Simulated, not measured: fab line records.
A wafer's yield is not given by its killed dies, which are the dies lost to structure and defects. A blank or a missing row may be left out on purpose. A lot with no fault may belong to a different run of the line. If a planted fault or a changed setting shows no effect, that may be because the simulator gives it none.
2 desks, one fault ; flow gf180mcu ; numbers are kept per desk, each desk with only its own; the story behind them comes last

== TOOL OWNER'S DESK, rie_diel-03 ==
The tool's own readings at GF_V2_ETCH_17 (etches SiO2 in C4F8/O2/Ar, stops on TiN, target depth 630 nm): means of the sampled wafers that have a number, for each lot that ran on this tool. A lot is out of limits, marked OUT, if its mean lies more than 4 standard deviations from the usual mean; the brackets give that distance.
Columns: A = bias_w at GF_V2_ETCH_17, usual 1200 W; B = oes_product_au at GF_V2_ETCH_17, usual 0.855 a.u.; C = rf_fwd_power_W at GF_V2_ETCH_17, usual 1492 W
lot;first seen here;A;B;C
L137;day 21 22:00;1202;0.853;1488
L138;day 22 04:00;1198;0.857;1492
L143;day 24 08:00;1335 (+41) OUT;0.856;1493
L144;day 24 20:00;1333 (+40) OUT;0.853;1492
This desk's finding: out of limits on L143, L144; first on L143, day 24 08:00 (bias_w at GF_V2_ETCH_17). L137, L138: within limits.

== AT THE METROLOGY DESK ==
Lot by lot, what the gauges showed, no matter which tool ran the lot: averages of those sampled wafers that carry a number. A lot is out of limits, marked OUT, if its mean lies more than 4 standard deviations from the usual mean; the brackets give that distance.
Columns: A = V2_BOW at GF_V2_BOW_MEAS_05, usual 97 um; B = cd_nm at GF_V2_CD_MEAS_14, usual 260.6 nm; C = V2_OVL at GF_V2_OVL_MEAS_15, usual -2 nm
lot;first seen here;A;B;C
L137;day 20 22:36;99;262.5;-11
L138;day 21 04:28;101;260.1;-1
L143;day 23 09:37;92;259.0;4
L144;day 23 22:33;102;260.8;-7
L151;day 25 15:57;89;259.9;-2
L154;day 26 13:50;86;260.1;-6
Result from this desk: across the 6 lots, nothing is out of limits.

== ALL TOGETHER ==
An alarm could have come from the tool owner's desk at day 24 08:00, on L143, L144.
Metrology desk: nothing out of limits seen.
The metrology desk holds a record of L143, L144, inside its limits.
GF_V2_ETCH_17 was run on rie_diel-03 by each of the lots named.

== WHAT WAS PUT IN BY THE SIMULATOR ==
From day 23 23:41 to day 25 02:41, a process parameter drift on rie_diel-03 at GF_V2_ETCH_17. From 1200, the setting bias_w moved by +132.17. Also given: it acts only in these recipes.
Struck lots among those shown: L143, L144.
How many hours passed from the start of the fault until each desk's first out-of-limits reading: the tool owner's desk, 8.
